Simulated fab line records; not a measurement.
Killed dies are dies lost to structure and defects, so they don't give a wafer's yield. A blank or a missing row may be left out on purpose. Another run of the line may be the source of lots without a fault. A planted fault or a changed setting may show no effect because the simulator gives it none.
Which tool is to blame? || flow sky130 || Sampling: 10 lots, 30 wafers, 6 of 708 route steps

WHAT THE GAUGES SHOWED, per wafer
The record holds no reading of a measuring or inspecting step that can be judged against a usual standard deviation.

TOOL THAT RAN EACH LOT (tool first, then ch and the chambers of the sampled wafers, then the start)
{"lot": "L452", "SKY_METAL2_STRIP_20": "plasmaAsher-02 ch 0,1, day 34 19:24", "SKY_VIA2_ETCH_14": "rieDiel-04 ch 0,1,3, day 35 22:25", "SKY_VIA2_ETCH_15": "rieDiel-04 ch 0,1,3, day 35 22:27", "SKY_VIA2_STRIP_16": "plasmaAsher-02 ch 0,1, day 35 22:31", "SKY_METAL3_SPUTTER_03": "pvdSputter-01, day 35 23:52", "SKY_PAD_OPEN_PROBE_99": "-"}
{"lot": "L455", "SKY_METAL2_STRIP_20": "plasmaAsher-04 ch 0,1, day 36 20:08", "SKY_VIA2_ETCH_14": "rieDiel-01 ch 0,2,3, day 37 23:34", "SKY_VIA2_ETCH_15": "rieDiel-01 ch 0,2,3, day 37 23:36", "SKY_VIA2_STRIP_16": "plasmaAsher-02 ch 0,1, day 37 23:40", "SKY_METAL3_SPUTTER_03": "pvdSputter-01, day 38 01:03", "SKY_PAD_OPEN_PROBE_99": "-"}
{"lot": "L456", "SKY_METAL2_STRIP_20": "plasmaAsher-04 ch 0,1, day 36 22:45", "SKY_VIA2_ETCH_14": "rieDiel-03 ch 1,3, day 38 02:11", "SKY_VIA2_ETCH_15": "rieDiel-03 ch 1,3, day 38 02:14", "SKY_VIA2_STRIP_16": "plasmaAsher-02 ch 0,1, day 38 02:17", "SKY_METAL3_SPUTTER_03": "pvdSputter-02, day 38 03:39", "SKY_PAD_OPEN_PROBE_99": "-"}
{"lot": "L461", "SKY_METAL2_STRIP_20": "plasmaAsher-02 ch 0,1, day 37 19:35", "SKY_VIA2_ETCH_14": "rieDiel-01 ch 0,2,3, day 38 22:28", "SKY_VIA2_ETCH_15": "rieDiel-01 ch 0,2,3, day 38 22:30", "SKY_VIA2_STRIP_16": "plasmaAsher-01 ch 0,1, day 38 22:34", "SKY_METAL3_SPUTTER_03": "pvdSputter-04, day 38 23:55", "SKY_PAD_OPEN_PROBE_99": "prober-02, day 47 18:59"}
{"lot": "L463", "SKY_METAL2_STRIP_20": "plasmaAsher-02 ch 0,1, day 38 21:24", "SKY_VIA2_ETCH_14": "rieDiel-04 ch 1,2,3, day 39 23:37", "SKY_VIA2_ETCH_15": "rieDiel-04 ch 1,2,3, day 39 23:39", "SKY_VIA2_STRIP_16": "plasmaAsher-01 ch 0,1, day 39 23:43", "SKY_METAL3_SPUTTER_03": "pvdSputter-01, day 40 01:05", "SKY_PAD_OPEN_PROBE_99": "-"}
{"lot": "L464", "SKY_METAL2_STRIP_20": "plasmaAsher-04 ch 0,1, day 39 08:19", "SKY_VIA2_ETCH_14": "rieDiel-03 ch 1,2,3, day 40 09:15", "SKY_VIA2_ETCH_15": "rieDiel-03 ch 1,2,3, day 40 09:19", "SKY_VIA2_STRIP_16": "plasmaAsher-02 ch 0,1, day 40 09:22", "SKY_METAL3_SPUTTER_03": "pvdSputter-04, day 40 10:42", "SKY_PAD_OPEN_PROBE_99": "prober-01, day 48 22:31"}
{"lot": "L465", "SKY_METAL2_STRIP_20": "plasmaAsher-02 ch 0,1, day 39 10:44", "SKY_VIA2_ETCH_14": "rieDiel-01 ch 0,1,3, day 40 12:21", "SKY_VIA2_ETCH_15": "rieDiel-01 ch 0,1,3, day 40 12:23", "SKY_VIA2_STRIP_16": "plasmaAsher-03 ch 0,1, day 40 12:27", "SKY_METAL3_SPUTTER_03": "pvdSputter-04, day 40 13:50", "SKY_PAD_OPEN_PROBE_99": "-"}
{"lot": "L473", "SKY_METAL2_STRIP_20": "plasmaAsher-04 ch 0,1, day 41 10:50", "SKY_VIA2_ETCH_14": "rieDiel-01 ch 0,2, day 42 11:15", "SKY_VIA2_ETCH_15": "rieDiel-01 ch 0,2, day 42 11:17", "SKY_VIA2_STRIP_16": "plasmaAsher-02 ch 0,1, day 42 11:21", "SKY_METAL3_SPUTTER_03": "-", "SKY_PAD_OPEN_PROBE_99": "prober-01, day 50 11:30"}
{"lot": "L472", "SKY_METAL2_STRIP_20": "plasmaAsher-02 ch 0,1, day 41 11:49", "SKY_VIA2_ETCH_14": "rieDiel-01 ch 0,2,3, day 42 12:28", "SKY_VIA2_ETCH_15": "rieDiel-01 ch 0,2,3, day 42 12:30", "SKY_VIA2_STRIP_16": "plasmaAsher-03 ch 0,1, day 42 12:36", "SKY_METAL3_SPUTTER_03": "-", "SKY_PAD_OPEN_PROBE_99": "prober-02, day 50 13:27"}
{"lot": "L474", "SKY_METAL2_STRIP_20": "plasmaAsher-02 ch 0,1, day 41 15:47", "SKY_VIA2_ETCH_14": "rieDiel-01 ch 0,2, day 42 15:55", "SKY_VIA2_ETCH_15": "rieDiel-01 ch 0,2, day 42 15:57", "SKY_VIA2_STRIP_16": "plasmaAsher-03 ch 0,1, day 42 16:01", "SKY_METAL3_SPUTTER_03": "-", "SKY_PAD_OPEN_PROBE_99": "prober-01, day 50 15:46"}
- SKY_METAL2_STRIP_20: strips in O2/N2.
- SKY_VIA2_ETCH_14: etches BARC in N2/H2, stops on SiO2, time 45.9 s, target depth 60 nm.
- SKY_VIA2_ETCH_15: etches SiO2 in C4F8/O2/Ar, stops on TiN, target depth 546 nm, time 84 s.
- SKY_VIA2_STRIP_16: strips in O2/N2.
- SKY_METAL3_SPUTTER_03: material Ti, target thk 5 nm, time 3.3 s.
- SKY_PAD_OPEN_PROBE_99

AS READ BY THE TOOLS THEMSELVES (means over the sampled wafers that have a number; for cases with no such wafer, the mark the record gives instead)
SKY_METAL2_STRIP_20. Usual: drypumpMotorCurrentA 5.7 A, standard deviation 0.53; n2FlowSccm 300.0 sccm, standard deviation 0.82; oesProductAu 0.344 a.u., standard deviation 0.0046; stripTimeToEndpointS 2.71 s, standard deviation 0.038.
{"lot": "L452", "tool": "plasmaAsher-02", "drypumpMotorCurrentA (A)": 5.4, "n2FlowSccm (sccm)": 299.7, "oesProductAu (a.u.)": 0.342, "stripTimeToEndpointS (s)": 2.71, "flag": ""}
{"lot": "L455", "tool": "plasmaAsher-04", "drypumpMotorCurrentA (A)": 5.8, "n2FlowSccm (sccm)": 301.5, "oesProductAu (a.u.)": 0.343, "stripTimeToEndpointS (s)": 2.73, "flag": ""}
{"lot": "L456", "tool": "plasmaAsher-04", "drypumpMotorCurrentA (A)": 5.8, "n2FlowSccm (sccm)": 299.7, "oesProductAu (a.u.)": 0.345, "stripTimeToEndpointS (s)": 2.72, "flag": ""}
{"lot": "L461", "tool": "plasmaAsher-02", "drypumpMotorCurrentA (A)": 5.7, "n2FlowSccm (sccm)": 300.2, "oesProductAu (a.u.)": 0.345, "stripTimeToEndpointS (s)": 2.66, "flag": ""}
{"lot": "L463", "tool": "plasmaAsher-02", "drypumpMotorCurrentA (A)": 5.7, "n2FlowSccm (sccm)": 300.5, "oesProductAu (a.u.)": 0.346, "stripTimeToEndpointS (s)": 2.69, "flag": ""}
{"lot": "L464", "tool": "plasmaAsher-04", "drypumpMotorCurrentA (A)": 5.8, "n2FlowSccm (sccm)": 300.9, "oesProductAu (a.u.)": 0.345, "stripTimeToEndpointS (s)": 2.70, "flag": ""}
{"lot": "L465", "tool": "plasmaAsher-02", "drypumpMotorCurrentA (A)": 5.8, "n2FlowSccm (sccm)": 299.3, "oesProductAu (a.u.)": 0.344, "stripTimeToEndpointS (s)": 2.74, "flag": ""}
{"lot": "L473", "tool": "plasmaAsher-04", "drypumpMotorCurrentA (A)": 5.5, "n2FlowSccm (sccm)": 300.6, "oesProductAu (a.u.)": 0.342, "stripTimeToEndpointS (s)": 2.72, "flag": ""}
{"lot": "L472", "tool": "plasmaAsher-02", "drypumpMotorCurrentA (A)": 5.8, "n2FlowSccm (sccm)": 299.8, "oesProductAu (a.u.)": 0.342, "stripTimeToEndpointS (s)": 2.75, "flag": ""}
{"lot": "L474", "tool": "plasmaAsher-02", "drypumpMotorCurrentA (A)": 5.4, "n2FlowSccm (sccm)": 299.6, "oesProductAu (a.u.)": 0.349, "stripTimeToEndpointS (s)": 2.72, "flag": ""}

SKY_VIA2_ETCH_14. Usual: biasW 100.04 W, standard deviation 0.3; chamberPressureMTorr 29.997 mTorr, standard deviation 0.027; drypumpMotorCurrentA 5.9 A, standard deviation 0.39; n2FlowSccm 100.06 sccm, standard deviation 0.3; oesProductAu 0.854 a.u., standard deviation 0.0046; throttleValvePct 13.224 %, standard deviation 0.0093.
{"lot": "L452", "tool": "rieDiel-04", "biasW (W)": 99.95, "chamberPressureMTorr (mTorr)": 29.993, "drypumpMotorCurrentA (A)": 6.4, "n2FlowSccm (sccm)": 100.23, "oesProductAu (a.u.)": 0.857, "throttleValvePct (%)": 13.223, "flag": ""}
{"lot": "L455", "tool": "rieDiel-01", "biasW (W)": 99.81, "chamberPressureMTorr (mTorr)": 30.001, "drypumpMotorCurrentA (A)": 6.0, "n2FlowSccm (sccm)": 99.82, "oesProductAu (a.u.)": 0.852, "throttleValvePct (%)": 13.229, "flag": ""}
{"lot": "L456", "tool": "rieDiel-03", "biasW (W)": 100.25, "chamberPressureMTorr (mTorr)": 30.005, "drypumpMotorCurrentA (A)": 5.7, "n2FlowSccm (sccm)": 100.10, "oesProductAu (a.u.)": 0.853, "throttleValvePct (%)": 13.234, "flag": ""}
{"lot": "L461", "tool": "rieDiel-01", "biasW (W)": 100.25, "chamberPressureMTorr (mTorr)": 30.029, "drypumpMotorCurrentA (A)": 6.0, "n2FlowSccm (sccm)": 100.04, "oesProductAu (a.u.)": 0.853, "throttleValvePct (%)": 13.229, "flag": ""}
{"lot": "L463", "tool": "rieDiel-04", "biasW (W)": 99.99, "chamberPressureMTorr (mTorr)": 30.002, "drypumpMotorCurrentA (A)": 6.2, "n2FlowSccm (sccm)": 99.88, "oesProductAu (a.u.)": 0.855, "throttleValvePct (%)": 13.222, "flag": ""}
{"lot": "L464", "tool": "rieDiel-03", "biasW (W)": 99.97, "chamberPressureMTorr (mTorr)": 30.001, "drypumpMotorCurrentA (A)": 5.7, "n2FlowSccm (sccm)": 100.14, "oesProductAu (a.u.)": 0.851, "throttleValvePct (%)": 13.228, "flag": ""}
{"lot": "L465", "tool": "rieDiel-01", "biasW (W)": 100.05, "chamberPressureMTorr (mTorr)": 30.016, "drypumpMotorCurrentA (A)": 5.7, "n2FlowSccm (sccm)": 100.37, "oesProductAu (a.u.)": 0.858, "throttleValvePct (%)": 13.232, "flag": ""}
{"lot": "L473", "tool": "rieDiel-01", "biasW (W)": "-", "chamberPressureMTorr (mTorr)": "-", "drypumpMotorCurrentA (A)": "-", "n2FlowSccm (sccm)": "-", "oesProductAu (a.u.)": "-", "throttleValvePct (%)": "-", "flag": "OFF"}
{"lot": "L472", "tool": "rieDiel-01", "biasW (W)": "-", "chamberPressureMTorr (mTorr)": "-", "drypumpMotorCurrentA (A)": "-", "n2FlowSccm (sccm)": "-", "oesProductAu (a.u.)": "-", "throttleValvePct (%)": "-", "flag": "OFF"}
{"lot": "L474", "tool": "rieDiel-01", "biasW (W)": "-", "chamberPressureMTorr (mTorr)": "-", "drypumpMotorCurrentA (A)": "-", "n2FlowSccm (sccm)": "-", "oesProductAu (a.u.)": "-", "throttleValvePct (%)": "-", "flag": "OFF"}

SKY_VIA2_ETCH_15. Usual: biasW 1201 W, standard deviation 3.6; chamberPressureMTorr 40.00 mTorr, standard deviation 0.038; oesProductAu 0.941 a.u., standard deviation 0.0047.
{"lot": "L452", "tool": "rieDiel-04", "biasW (W)": 1201, "chamberPressureMTorr (mTorr)": 39.99, "oesProductAu (a.u.)": 0.942, "flag": ""}
{"lot": "L455", "tool": "rieDiel-01", "biasW (W)": 1200, "chamberPressureMTorr (mTorr)": 39.99, "oesProductAu (a.u.)": 0.944, "flag": ""}
{"lot": "L456", "tool": "rieDiel-03", "biasW (W)": 1199, "chamberPressureMTorr (mTorr)": 39.99, "oesProductAu (a.u.)": 0.940, "flag": ""}
{"lot": "L461", "tool": "rieDiel-01", "biasW (W)": 1202, "chamberPressureMTorr (mTorr)": 39.97, "oesProductAu (a.u.)": 0.939, "flag": ""}
{"lot": "L463", "tool": "rieDiel-04", "biasW (W)": 1205, "chamberPressureMTorr (mTorr)": 39.96, "oesProductAu (a.u.)": 0.940, "flag": ""}
{"lot": "L464", "tool": "rieDiel-03", "biasW (W)": 1203, "chamberPressureMTorr (mTorr)": 39.98, "oesProductAu (a.u.)": 0.934, "flag": ""}
{"lot": "L465", "tool": "rieDiel-01", "biasW (W)": 1204, "chamberPressureMTorr (mTorr)": 40.00, "oesProductAu (a.u.)": 0.942, "flag": ""}
{"lot": "L473", "tool": "rieDiel-01", "biasW (W)": 1202, "chamberPressureMTorr (mTorr)": 40.02, "oesProductAu (a.u.)": 0.384, "flag": "OFF"}
{"lot": "L472", "tool": "rieDiel-01", "biasW (W)": 1202, "chamberPressureMTorr (mTorr)": 40.04, "oesProductAu (a.u.)": 0.371, "flag": "OFF"}
{"lot": "L474", "tool": "rieDiel-01", "biasW (W)": 1201, "chamberPressureMTorr (mTorr)": 40.01, "oesProductAu (a.u.)": 0.378, "flag": "OFF"}

SKY_VIA2_STRIP_16. Usual: drypumpMotorCurrentA 5.8 A, standard deviation 0.6; n2FlowSccm 300.1 sccm, standard deviation 0.88; oesProductAu 0.399 a.u., standard deviation 0.0048; stripTimeToEndpointS 4.065 s, standard deviation 0.026.
{"lot": "L452", "tool": "plasmaAsher-02", "drypumpMotorCurrentA (A)": 5.4, "n2FlowSccm (sccm)": 299.7, "oesProductAu (a.u.)": 0.397, "stripTimeToEndpointS (s)": 4.071, "flag": ""}
{"lot": "L455", "tool": "plasmaAsher-02", "drypumpMotorCurrentA (A)": 5.7, "n2FlowSccm (sccm)": 299.8, "oesProductAu (a.u.)": 0.400, "stripTimeToEndpointS (s)": 4.087, "flag": ""}
{"lot": "L456", "tool": "plasmaAsher-02", "drypumpMotorCurrentA (A)": 5.4, "n2FlowSccm (sccm)": 299.6, "oesProductAu (a.u.)": 0.400, "stripTimeToEndpointS (s)": 4.059, "flag": ""}
{"lot": "L461", "tool": "plasmaAsher-01", "drypumpMotorCurrentA (A)": 6.2, "n2FlowSccm (sccm)": 301.0, "oesProductAu (a.u.)": 0.394, "stripTimeToEndpointS (s)": 4.060, "flag": ""}
{"lot": "L463", "tool": "plasmaAsher-01", "drypumpMotorCurrentA (A)": 5.7, "n2FlowSccm (sccm)": 299.9, "oesProductAu (a.u.)": 0.402, "stripTimeToEndpointS (s)": 4.045, "flag": ""}
{"lot": "L464", "tool": "plasmaAsher-02", "drypumpMotorCurrentA (A)": 5.4, "n2FlowSccm (sccm)": 301.0, "oesProductAu (a.u.)": 0.396, "stripTimeToEndpointS (s)": 4.039, "flag": ""}
{"lot": "L465", "tool": "plasmaAsher-03", "drypumpMotorCurrentA (A)": 6.1, "n2FlowSccm (sccm)": 300.6, "oesProductAu (a.u.)": 0.393, "stripTimeToEndpointS (s)": 4.059, "flag": ""}
{"lot": "L473", "tool": "plasmaAsher-02", "drypumpMotorCurrentA (A)": 5.5, "n2FlowSccm (sccm)": 299.9, "oesProductAu (a.u.)": 0.416, "stripTimeToEndpointS (s)": 4.525, "flag": "OFF"}
{"lot": "L472", "tool": "plasmaAsher-03", "drypumpMotorCurrentA (A)": 5.6, "n2FlowSccm (sccm)": 299.3, "oesProductAu (a.u.)": 0.423, "stripTimeToEndpointS (s)": 4.529, "flag": "OFF"}
{"lot": "L474", "tool": "plasmaAsher-03", "drypumpMotorCurrentA (A)": 6.1, "n2FlowSccm (sccm)": 299.9, "oesProductAu (a.u.)": 0.421, "stripTimeToEndpointS (s)": 4.511, "flag": "OFF"}

SKY_METAL3_SPUTTER_03. Usual: 30.3 % for throttleValvePct, sd 0.98.
{"lot": "L452", "tool": "pvdSputter-01", "throttleValvePct (%)": 30.0, "flag": ""}
{"lot": "L455", "tool": "pvdSputter-01", "throttleValvePct (%)": 30.8, "flag": ""}
{"lot": "L456", "tool": "pvdSputter-02", "throttleValvePct (%)": 29.5, "flag": ""}
{"lot": "L461", "tool": "pvdSputter-04", "throttleValvePct (%)": 31.4, "flag": ""}
{"lot": "L463", "tool": "pvdSputter-01", "throttleValvePct (%)": 30.5, "flag": ""}
{"lot": "L464", "tool": "pvdSputter-04", "throttleValvePct (%)": 30.1, "flag": ""}
{"lot": "L465", "tool": "pvdSputter-04", "throttleValvePct (%)": 30.0, "flag": ""}

SKY_PAD_OPEN_PROBE_99. Usual: defectLimitedYield 82.7 %, standard deviation 2.1; killed_at_M0_to_M3 43, standard deviation 7.2; killed_at_M4_up 3.3, standard deviation 1.8; killedAtContacts 23, standard deviation 5.5; killedAtFrontEnd 16, standard deviation 5.1; killedAtOther 0.4, standard deviation 0.65; killedDies 85, standard deviation 10; killedOnRim 17, standard deviation 4.3; killedOpen 46, standard deviation 7.1; killedShort 38, standard deviation 7.2; sort_bin_3_pad_short 0.9 %, standard deviation 0.41; sort_bin_5_function 10.2 %, standard deviation 1.5; sort_bin_6_memory 6.2 %, standard deviation 1.1; sortNPass 407, standard deviation 10; sortYieldPct 82.7 %, standard deviation 2.1.
{"lot": "L461", "tool": "prober-02", "defectLimitedYield (%)": 81.6, "killed_at_M0_to_M3": 38, "killed_at_M4_up": 4.0, "killedAtContacts": 23, "killedAtFrontEnd": 24, "killedAtOther": 1.0, "killedDies": 91, "killedOnRim": 17, "killedOpen": 47, "killedShort": 41, "sort_bin_3_pad_short (%)": 0.9, "sort_bin_5_function (%)": 10.8, "sort_bin_6_memory (%)": 6.7, "sortNPass": 401, "sortYieldPct (%)": 81.6, "flag": ""}
{"lot": "L464", "tool": "prober-01", "defectLimitedYield (%)": 82.0, "killed_at_M0_to_M3": 44, "killed_at_M4_up": 2.3, "killedAtContacts": 24, "killedAtFrontEnd": 18, "killedAtOther": 0.7, "killedDies": 88, "killedOnRim": 14, "killedOpen": 43, "killedShort": 45, "sort_bin_3_pad_short (%)": 1.1, "sort_bin_5_function (%)": 10.2, "sort_bin_6_memory (%)": 6.6, "sortNPass": 404, "sortYieldPct (%)": 82.0, "flag": ""}
{"lot": "L473", "tool": "prober-01", "defectLimitedYield (%)": 0.0, "killed_at_M0_to_M3": 454, "killed_at_M4_up": 3.3, "killedAtContacts": 20, "killedAtFrontEnd": 14, "killedAtOther": 0.0, "killedDies": 492, "killedOnRim": 96, "killedOpen": 43, "killedShort": 35, "sort_bin_3_pad_short (%)": 0.8, "sort_bin_5_function (%)": 93.9, "sort_bin_6_memory (%)": 5.3, "sortNPass": 0, "sortYieldPct (%)": 0.0, "flag": "OFF"}
{"lot": "L472", "tool": "prober-02", "defectLimitedYield (%)": 0.0, "killed_at_M0_to_M3": 439, "killed_at_M4_up": 3.7, "killedAtContacts": 31, "killedAtFrontEnd": 19, "killedAtOther": 0.0, "killedDies": 492, "killedOnRim": 96, "killedOpen": 63, "killedShort": 38, "sort_bin_3_pad_short (%)": 1.2, "sort_bin_5_function (%)": 90.8, "sort_bin_6_memory (%)": 8.0, "sortNPass": 0, "sortYieldPct (%)": 0.0, "flag": "OFF"}
{"lot": "L474", "tool": "prober-01", "defectLimitedYield (%)": 0.0, "killed_at_M0_to_M3": 446, "killed_at_M4_up": 2.7, "killedAtContacts": 26, "killedAtFrontEnd": 17, "killedAtOther": 0.3, "killedDies": 492, "killedOnRim": 96, "killedOpen": 52, "killedShort": 41, "sort_bin_3_pad_short (%)": 1.1, "sort_bin_5_function (%)": 92.4, "sort_bin_6_memory (%)": 6.6, "sortNPass": 0, "sortYieldPct (%)": 0.0, "flag": "OFF"}

THE ANSWER, worked out from the rows above alone
Rule: lot off if the mean of its wafers having a number is beyond 3 standard deviations from the usual mean. Also off: a lot with no number at a reading for which 4 or more lots have one. Any other lot the step has rows for is counted as sound. First the gauges in route order, then the tools' own readings, where a lot's mean is used as printed above. At the first step where some lot is off, the reading lying furthest off is the one used; lots without a number count as furthest.
Off: L473, L472, L474 (SKY_VIA2_ETCH_14, biasW). Without a number there: L473, L472, L474.
A tool fits if, at that step or a process step before it, it ran every lot that is off, and no sound lot after the first of them. One candidate fits, namely rieDiel-01 at SKY_VIA2_ETCH_14. A fault onset in the window from L465 (day 40 12:21, its last sound lot) to L473 (day 42 11:15, its first lot off) fits.
Blank at SKY_VIA2_ETCH_14 on the lots that are off, where sound lots have numbers: biasW, chamberPressureMTorr, drypumpMotorCurrentA, n2FlowSccm, oesProductAu, throttleValvePct.

WHAT HAD BEEN PUT IN BY THE SIMULATOR
At SKY_VIA2_ETCH_14, the step was skipped entirely on rieDiel-01 from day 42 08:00 on. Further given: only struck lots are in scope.
Lots struck among those shown: L473, L472, L474. The rule above found the same.
